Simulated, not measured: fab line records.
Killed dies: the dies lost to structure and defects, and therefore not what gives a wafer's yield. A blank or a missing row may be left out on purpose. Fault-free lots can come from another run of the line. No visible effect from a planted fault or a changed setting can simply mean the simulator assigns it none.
fab line records	flow gf180mcu
record: lots: 12	wafers: 36	last_day: 34
route steps=602 shown DUAL_GATE@143 V2@396 V3@445
lots with no fault: from the same line, run without faults
start_h: hours from the record's opening day to when the first of the lot's shown wafers began	wait_h: time in hours since the lot's previous step	" the same as in the row above	L1.1+2: a row that stands for several wafers	- no value, or no start was given	* or withheld: withheld	< > ~ a bound
route shown NAME@n: a module of which the file shows steps, and the number in the route of the first	usual: the fault-free wafers' mean and standard deviation	same: alike in all rows	chamber/n: place in a boat	sites: the reading at each site	_std_site: the standard deviation of these	_edge_site: the outer-site mean with the inner-site mean subtracted	radius_mm: how far each site lies from the wafer's centre	mask NAME#n: copy n	behind: the tool/chamber that last shaped the wafer	hold: why the lot went on hold/how many hours it stayed there/how the hold came to an end	device: which transistor (n, p or np) failed to switch	end of line: the route-end tests of the same wafers	where a step has no rows: the recipe by itself	killed: not the wafer's yield, but the dies lost to structure and defects at the first sort	map: per-die view of a wafer (x killed, . not killed, _ where there is no die)
set.NAME: the setting as run; set.NAME@STEP: as run at that earlier step	model.NAME: the simulator's own value behind a step, which no gauge read
one table for each step of the route and one row for each wafer, over a sample of lots
services: when a tool's chamber went out of use (start_h, in hours from the record's first day, below 0 if earlier), for how many hours, and the reason
== steps ==
step: GF_DUAL_GATE_OXIDATION_02
recipe: temp_c: 900	ambient: O2	stabilise_s: 600	purge_s: 300	target_thk_a: 108.87	ox_time_s: 1602
usual: spike_tc_bottom_C: 916.2/1.2	spike_tc_centre_C: 901.3/0.94	spike_tc_lower_C: 900.4/1.1	spike_tc_top_C: 912.0/1.1	spike_tc_upper_C: 900.2/1.7	tube_center_temp_C: 900.01/0.088	tube_center_temp_C_max: 902.4/0.37
lot.wafer	tool	chamber	start_h	wait_h	spike_tc_bottom_C	spike_tc_centre_C	spike_tc_lower_C	spike_tc_top_C	spike_tc_upper_C	tube_center_temp_C	tube_center_temp_C_max
L727.1	furnace-01	0	170.91	1.1	914.7	902.2	897.6	913.4	898.9	900.05	902.9
L727.2	"	0	"	"	915.8	901.2	900.0	914.1	898.1	900	902.3
L727.5	"	0	"	"	913.6	901.1	900.3	914.1	898.5	900	902.0
L728.2	furnace-01	0	177.88	0.0	913.6	900.9	900.1	912.9	897.6	900.01	901.8
L728.5	"	0	"	"	915.3	901.1	899.0	912.5	899.5	900.04	902.3
L728.6	"	0	"	"	914.6	901.9	900.2	911.8	898.4	900.13	902.2
L729.2	furnace-02	0	184.67	0.4	917.5	900.6	899.7	913.0	901.4	900.02	902.5
L729.3	"	0	"	"	916.0	899.2	901.1	911.8	901.4	900.08	902.5
L729.5	"	0	"	"	917.7	901.3	899.5	910.8	902.6	900.02	902.3
L730.1	furnace-02	0	188.21	0.0	916.5	902.0	901.5	911.8	903.0	899.98	902.3
L730.4	"	0	"	"	918.1	902.6	899.5	913.3	900.2	900.12	902.0
L730.6	"	0	"	"	916.9	902.2	900.2	911.4	901.9	899.89	902.0
L732.1	furnace-01	0	198.43	0.2	916.9	900.8	899.1	913.3	898.1	900.03	901.9
L732.5	"	0	"	"	914.7	902.2	900.3	912.8	895.7	900.01	902.2
L732.6	"	0	"	"	916.9	901.4	899.2	914.1	901.1	900.03	903.1
L734.3	furnace-02	0	214.73	0.0	909.5	893.8	891.9	905.3	893.8	891.44	894.1
L734.4	"	0	"	"	907.9	891.2	893.3	902.7	891.2	891.56	893.5
L734.5	"	0	"	"	907.4	891.6	892.6	902.9	892.8	891.41	893.7
L735.1	furnace-01	0	226.57	0.0	915.0	900.9	899.5	914.1	897.3	900.1	902.8
L735.2	"	0	"	"	915.5	902.8	900.3	912.1	900.5	899.98	901.7
L735.3	"	0	"	"	913.9	901.8	899.3	912.1	898.0	900.01	901.9
L736.2	furnace-02	0	227.91	1.0	908.3	890.8	892.6	903.8	892.9	891.36	893.4
L736.3	"	0	"	"	909.9	893.1	894.1	903.4	893.4	891.56	894.0
L736.4	"	0	"	"	909.2	893.5	892.3	901.8	893.3	891.27	893.8
L745.2	furnace-02	0	288.46	0.5	917.0	899.8	900.6	909.9	900.8	900.1	902.1
L745.3	"	0	"	"	915.8	901.5	901.5	911.4	902.9	900.08	903.2
L745.5	"	0	"	"	916.1	901.2	901.5	912.8	900.7	899.74	902.3
L746.1	furnace-02	0	293.84	0.0	915.0	901.2	899.5	912.8	899.4	899.92	903.8
L746.2	"	0	"	"	915.5	900.6	900.7	911.3	901.4	900.09	902.2
L746.4	"	0	"	"	917.5	901.2	900.4	912.5	901.0	900.07	903.0
L747.1	furnace-02	0	301.56	0.4	917.2	902.3	900.1	912.5	899.7	900.05	902.6
L747.2	"	0	"	"	915.9	902.1	900.3	913.0	901.5	900.17	902.6
L747.4	"	0	"	"	916.8	901.0	902.1	911.6	901.6	900.05	901.9
L749.1	furnace-02	0	313.68	0.0	918.5	902.9	899.8	911.3	900.7	900.04	902.7
L749.2	"	0	"	"	916.6	902.6	902.3	912.6	901.0	900.06	902.1
L749.5	"	0	"	"	915.6	901.6	900.3	910.6	901.8	899.95	902.3
step: GF_DUAL_GATE_THK_MEAS_03
recipe: reads: SiO2_of_DUAL_GATE_OXIDATION_02
usual: DUAL_GATE_OXIDATION_00_THK: 10.85/0.22
lot.wafer	tool	chamber	start_h	wait_h	DUAL_GATE_OXIDATION_00_THK[nm]
L727.1	film_metro-03	-	172.35	0.0	10.80
L727.2	"	-	"	"	10.92
L727.5	"	-	"	"	10.94
L728.2	film_metro-02	-	179.33	0.0	10.62
L728.5	"	-	"	"	10.67
L728.6	"	-	"	"	10.57
L729.2	film_metro-01	-	186.12	0.0	10.88
L729.3	"	-	"	"	11.07
L729.5	"	-	"	"	10.95
L730.1	film_metro-02	-	189.66	0.0	11.13
L730.4	"	-	"	"	10.95
L730.6	"	-	"	"	11.04
L732.1	film_metro-01	-	199.87	0.0	11.08
L732.5	"	-	"	"	11.09
L732.6	"	-	"	"	11.02
L734.3	film_metro-03	-	216.20	0.0	9.78
L734.4	"	-	"	"	9.77
L734.5	"	-	"	"	9.84
L735.1	film_metro-03	-	228.02	0.0	10.91
L735.2	"	-	"	"	10.81
L735.3	"	-	"	"	10.85
L736.2	film_metro-01	-	229.37	0.0	9.61
L736.3	"	-	"	"	9.58
L736.4	"	-	"	"	9.70
L745.2	film_metro-03	-	289.91	0.0	10.78
L745.3	"	-	"	"	10.93
L745.5	"	-	"	"	10.91
L746.1	film_metro-02	-	295.28	0.0	10.90
L746.2	"	-	"	"	10.89
L746.4	"	-	"	"	11.01
L747.1	film_metro-03	-	303.00	0.0	11.21
L747.2	"	-	"	"	11.09
L747.4	"	-	"	"	11.02
L749.1	film_metro-02	-	315.13	0.0	11.03
L749.2	"	-	"	"	11.02
L749.5	"	-	"	"	11.08
step: GF_V2_CD_MEAS_14
recipe: target_cd_nm: 260
usual: cd_nm: 260.1/1.2
lot.wafer	tool	chamber	start_h	wait_h	cd_nm
L727.1	cd_sem-02	-	480.34	0.1	260.7
L727.2	"	-	"	"	262.5
L727.5	"	-	"	"	262.0
L728.2	cd_sem-01	-	492.24	0.1	260.1
L728.5	"	-	"	"	261.5
L728.6	"	-	"	"	260.7
L729.2	cd_sem-02	-	498.75	0.1	261.0
L729.3	"	-	"	"	262.1
L729.5	"	-	"	"	261.6
L730.1	cd_sem-01	-	503.68	0.1	259.0
L730.4	"	-	"	"	259.7
L730.6	"	-	"	"	260.5
L732.1	cd_sem-01	-	519.62	0.1	261.7
L732.5	"	-	"	"	260.4
L732.6	"	-	"	"	260.9
L734.3	cd_sem-01	-	539.31	0.1	257.4
L734.4	"	-	"	"	259.5
L734.5	"	-	"	"	258.9
L735.1	cd_sem-01	-	557.63	0.1	259.1
L735.2	"	-	"	"	260.5
L735.3	"	-	"	"	260.1
L736.2	cd_sem-02	-	559.85	0.1	260.4
L736.3	"	-	"	"	259.6
L736.4	"	-	"	"	260.3
L745.2	cd_sem-02	-	626.26	0.1	258.5
L745.3	"	-	"	"	258.2
L745.5	"	-	"	"	258.5
L746.1	cd_sem-02	-	628.52	0.1	259.0
L746.2	"	-	"	"	259.6
L746.4	"	-	"	"	259.6
L747.1	cd_sem-01	-	635.54	0.1	259.9
L747.2	"	-	"	"	261.4
L747.4	"	-	"	"	260.8
L749.1	cd_sem-02	-	647.64	0.1	258.5
L749.2	"	-	"	"	259.4
L749.5	"	-	"	"	259.4
step: GF_V3_ETCH_16
recipe: chemistry: N2/H2	target_depth_a: withheld	overetch_a: withheld	time_s: withheld	target: BARC	ion_energy_ev: 200	source_w: 500	bias_w: 100	pressure_mtorr: 30	n2_flow_sccm: 100	h2_flow_sccm: 200
usual: drypump_motor_current_A: 5.9/0.47	h2_flow_sccm: 200.1/0.57	oes_product_au: 0.855/0.0047	throttle_valve_pct: 13.225/0.0098
lot.wafer	tool	chamber	start_h	wait_h	drypump_motor_current_A	h2_flow_sccm	oes_product_au	throttle_valve_pct
L727.1	rie_diel-01	2	529.97	0.0	5.6	200.1	0.848	13.217
L727.2	"	1	"	"	6.3	200.0	0.856	13.234
L727.5	"	3	"	"	6.5	199.8	0.856	13.225
L728.2	rie_diel-02	1	542.16	0.0	5.3	199.6	0.846	13.218
L728.5	"	3	"	"	5.3	199.6	0.852	13.227
L728.6	"	0	"	"	5.6	199.2	0.847	13.219
L729.2	rie_diel-02	1	547.82	0.0	5.3	201.0	0.858	13.216
L729.3	"	2	"	"	6.2	200.2	0.849	13.221
L729.5	"	3	"	"	5.3	200.1	0.850	13.220
L730.1	rie_diel-04	3	552.75	0.0	6.1	199.1	0.859	13.222
L730.4	"	1	"	"	5.6	199.7	0.854	13.233
L730.6	"	2	"	"	6.5	199.2	0.866	13.225
L732.1	rie_diel-04	0	567.97	0.0	5.2	200.7	0.862	13.212
L732.5	"	0	"	"	5.2	200.5	0.859	13.218
L732.6	"	2	"	"	6.5	201.0	0.854	13.210
L734.3	rie_diel-02	3	586.41	0.0	5.3	200.6	0.864	13.246
L734.4	"	1	"	"	5.3	200.1	0.851	13.235
L734.5	"	1	"	"	5.3	200.9	0.852	13.220
L735.1	rie_diel-04	0	604.17	0.0	5.2	201.0	0.846	13.230
L735.2	"	2	"	"	6.5	199.1	0.857	13.236
L735.3	"	1	"	"	5.6	200.2	0.855	13.227
L736.2	rie_diel-04	2	605.71	0.0	6.5	199.8	0.855	13.232
L736.3	"	0	"	"	5.2	200.3	0.855	13.213
L736.4	"	0	"	"	5.2	200.4	0.851	13.203
L745.2	rie_diel-01	2	669.04	0.0	5.6	200.5	0.848	13.220
L745.3	"	0	"	"	6.1	199.6	0.851	13.230
L745.5	"	2	"	"	5.6	200.6	0.858	13.213
L746.1	rie_diel-04	0	672.76	0.0	5.2	200.6	0.857	13.236
L746.2	"	3	"	"	6.0	200.0	0.851	13.228
L746.4	"	1	"	"	5.6	200.0	0.859	13.242
L747.1	rie_diel-04	3	679.49	0.0	6.0	200.5	0.858	13.238
L747.2	"	2	"	"	6.5	199.8	0.853	13.203
L747.4	"	1	"	"	5.7	201.0	0.854	13.230
L749.1	rie_diel-04	3	690.09	0.0	6.0	198.4	0.852	13.245
L749.2	"	0	"	"	5.2	199.8	0.853	13.225
L749.5	"	3	"	"	6.0	198.9	0.863	13.225
step: GF_V3_STRIP_18
recipe: chemistry: O2/N2	power_w: 1400	pressure_mtorr: 1500	platen_temp_c: 250	o2_flow_sccm: 3000	n2_flow_sccm: 300	overash_fraction: 0.5
usual: drypump_motor_current_A: 5.3/0.6	heater_power_w: 349/19	oes_product_au: 0.593/0.005
lot.wafer	tool	chamber	start_h	wait_h	drypump_motor_current_A	heater_power_w	oes_product_au	rf_hours_counter_h
L727.1	plasma_asher-04	1	530.10	-	6.4	338	0.592	10
L727.2	"	0	"	"	5.5	322	0.585	10
L727.5	"	1	"	"	6.5	324	0.583	-
L728.2	plasma_asher-02	1	542.29	-	4.6	344	0.596	91
L728.5	"	0	"	"	5.1	358	0.588	-
L728.6	"	1	"	"	4.6	352	0.596	-
L729.2	plasma_asher-01	1	547.95	-	5.1	381	0.591	72
L729.3	"	0	"	"	6.1	344	0.592	-
L729.5	"	0	"	"	6.1	331	0.600	-
L730.1	plasma_asher-02	0	552.87	-	5.1	345	0.598	92
L730.4	"	1	"	"	4.6	354	0.591	-
L730.6	"	1	"	"	4.6	344	0.587	-
L732.1	plasma_asher-04	0	568.10	-	5.5	328	0.592	14
L732.5	"	0	"	"	5.5	319	0.591	-
L732.6	"	1	"	"	6.5	334	0.599	-
L734.3	plasma_asher-02	0	586.58	-	5.1	356	0.597	-
L734.4	"	1	"	"	4.7	343	0.592	-
L734.5	"	1	"	"	4.6	356	0.591	-
L735.1	plasma_asher-02	1	604.30	-	4.6	351	0.594	97
L735.2	"	0	"	"	5.1	344	0.598	97
L735.3	"	0	"	"	5.1	353	0.593	-
L736.2	plasma_asher-04	0	605.84	-	5.5	316	0.595	17
L736.3	"	1	"	"	6.4	335	0.591	-
L736.4	"	0	"	"	5.5	321	0.596	-
L745.2	plasma_asher-02	1	669.17	-	4.7	348	0.592	104
L745.3	"	0	"	"	5.1	354	0.583	-
L745.5	"	1	"	"	4.7	345	0.597	-
L746.1	plasma_asher-01	0	672.89	-	6.1	336	0.589	85
L746.2	"	1	"	"	5.1	383	0.592	85
L746.4	"	1	"	"	5.1	380	0.595	-
L747.1	plasma_asher-01	1	679.62	-	5.1	384	0.600	86
L747.2	"	0	"	"	6.1	339	0.587	86
L747.4	"	0	"	"	6.1	337	0.599	-
L749.1	plasma_asher-02	1	690.22	-	4.6	352	0.594	106
L749.2	"	0	"	"	5.1	355	0.588	106
L749.5	"	1	"	"	4.6	351	0.597	-
== services ==
tool	chamber	start_h	hours	kind
furnace-02	-	167.92	4.8	pm
rie_diel-02	0	173.69	8.4	repair
rie_diel-04	-	176.12	2.8	pm
furnace-01	-	193.59	3.7	pm
furnace-01	-	215.78	3.9	pm
rie_diel-02	2	220.89	1.2	repair
plasma_asher-02	-	245.23	14.6	pm
plasma_asher-02	-	268.67	2.8	pm
rie_diel-04	2	274.49	8.4	repair
plasma_asher-02	-	280.43	8.7	repair
furnace-01	-	316.19	7.0	repair
furnace-02	-	336.38	3.6	pm
furnace-02	-	344.46	2.8	pm
furnace-01	-	383.59	2.5	pm
furnace-01	-	417.14	3.6	pm
rie_diel-04	-	473.09	0.5	repair
furnace-01	-	474.41	3.5	pm
furnace-02	-	504.54	3.7	pm
rie_diel-04	0	515.79	2.4	repair
furnace-01	-	550.52	3.9	pm
rie_diel-04	1	566.66	8.3	repair
rie_diel-04	3	589.43	5.4	repair
furnace-02	-	625.22	3.9	pm
furnace-02	-	671.92	3.4	pm
== key ==
first_sign: step: GF_DUAL_GATE_OXIDATION_02	reading: tube_center_temp_C	direction: down	sigmas: 95	usual: *	struck: *
effect: step: GF_DUAL_GATE_OXIDATION_02	reading: tube_center_temp_C_max	direction: down	sigmas: 23	usual: *	struck: *
effect: step: GF_DUAL_GATE_THK_MEAS_03	reading: DUAL_GATE_OXIDATION_00_THK	direction: down	sigmas: 5.2	usual: 10.85	struck: 9.71
met_at GF_DUAL_GATE_OXIDATION_02
struck_lots L734,L736
tester_left_out L734,L736
not_acting_at GF_V2_CD_MEAS_14,GF_V3_ETCH_16,GF_V3_STRIP_18
onset_between 188.21 214.73
fault: kind: process_parameter_drift	tool: furnace-02	chamber: -	onset_h: 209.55	steps: GF_DUAL_GATE_OXIDATION_02	channel: temp_c	offset: *	shape: step	end_h: 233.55	acts_in: *	stated: *
tester_left_out: of these lots the tester's yield and bins aren't shown, on N5 and GAA mostly nor the transistor test; their killed dies are dies lost to structure and defects alone, not to doping, threshold or leakage, so they don't give the yield
